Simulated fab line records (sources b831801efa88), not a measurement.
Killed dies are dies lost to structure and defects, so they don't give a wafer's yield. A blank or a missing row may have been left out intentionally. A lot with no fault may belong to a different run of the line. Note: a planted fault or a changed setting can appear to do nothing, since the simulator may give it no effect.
Which tool did it?	flow sky130	Sampling: 12 lots, 36 wafers, 2 of 708 route steps

## WHAT THE GAUGES READ, wafer by wafer
SKY_VIA4_RS_MEAS_19: measurement is done with a four-point probe. Usual: VIA4_W_RS typically reads 0.224 ohm/sq, with standard deviation 0.0045.
lot	measured	on	VIA4_W_RS (ohm/sq)	flag
L614	day 43 04:47	film-metro-03	0.224 0.224 0.223	
L615	day 43 20:49	film-metro-03	0.228 0.227 0.227	
L617	day 43 21:03	film-metro-02	0.227 0.226 0.227	
L616	day 44 02:59	film-metro-04	0.227 0.226 0.225	
L618	day 44 19:47	film-metro-03	0.229 0.228 0.223	
L619	day 45 07:37	film-metro-02	0.227 0.224 0.214	
L620	day 45 12:33	film-metro-04	0.231 0.228 0.227	
L626	day 46 22:44	film-metro-03	0.224 0.225 0.226	
L627	day 47 04:27	film-metro-04	0.219 0.224 0.217	
L629	day 47 06:18	film-metro-04	0.230 0.217 0.229	
L628	day 47 07:14	film-metro-04	0.220 0.218 0.228	
L632	day 47 19:54	film-metro-03	0.225 0.221 0.217	

## EACH LOT AND THE TOOL THAT RAN IT (in order: tool; ch and the chambers of the sampled wafers; start)
lot	SKY_CONTACT_CVD_24
L614	cvd-w-01 ch 0,1, day 32 00:13
L615	cvd-w-02 ch 0,1, day 32 19:53
L617	cvd-w-02 ch 0,1, day 32 23:31
L616	cvd-w-01 ch 0,1, day 33 03:18
L618	cvd-w-02 ch 0,1, day 33 22:47
L619	cvd-w-01 ch 0,1, day 34 14:40
L620	cvd-w-01 ch 0,1, day 34 20:40
L626	cvd-w-01 ch 0,1, day 36 18:22
L627	cvd-w-01 ch 0,1, day 36 21:30
L629	cvd-w-02 ch 0,1, day 37 00:37
L628	cvd-w-01 ch 0,1, day 37 01:01
L632	cvd-w-02 ch 0,1, day 37 18:14
- SKY_CONTACT_CVD_24: deposits W, target thk 340 nm, time 102.12 s.

## WHAT THE TOOLS THEMSELVES READ (means of the sampled wafers that have a number; where no wafer has one, the mark that the record gives instead)
SKY_CONTACT_CVD_24. Usual: 909 W for heater-power-w, sd 69.
lot	tool	heater-power-w (W)	flag
L614	cvd-w-01	855	
L615	cvd-w-02	935	
L617	cvd-w-02	944	
L616	cvd-w-01	859	
L618	cvd-w-02	924	
L619	cvd-w-01	917	
L620	cvd-w-01	858	
L626	cvd-w-01	862	
L627	cvd-w-01	856	
L629	cvd-w-02	925	
L628	cvd-w-01	921	
L632	cvd-w-02	924	

## THE ANSWER, worked out from the rows above alone
Rule: a lot counts as off when the mean over its wafers that have a number is more than 3 standard deviations away from the usual mean. Also off: a lot with no number at a reading for which 4 or more lots have one. Any other lot the step has rows for is counted as sound. First the gauges in route order, then the tools' own readings, where a lot's mean is used as printed above. At the first step where some lot is off, the reading lying furthest off is the one used; lots without a number count as furthest.
No lot is off at any reading shown: from this, nothing can be told.

## WHAT THE SIMULATOR HAD PUT IN
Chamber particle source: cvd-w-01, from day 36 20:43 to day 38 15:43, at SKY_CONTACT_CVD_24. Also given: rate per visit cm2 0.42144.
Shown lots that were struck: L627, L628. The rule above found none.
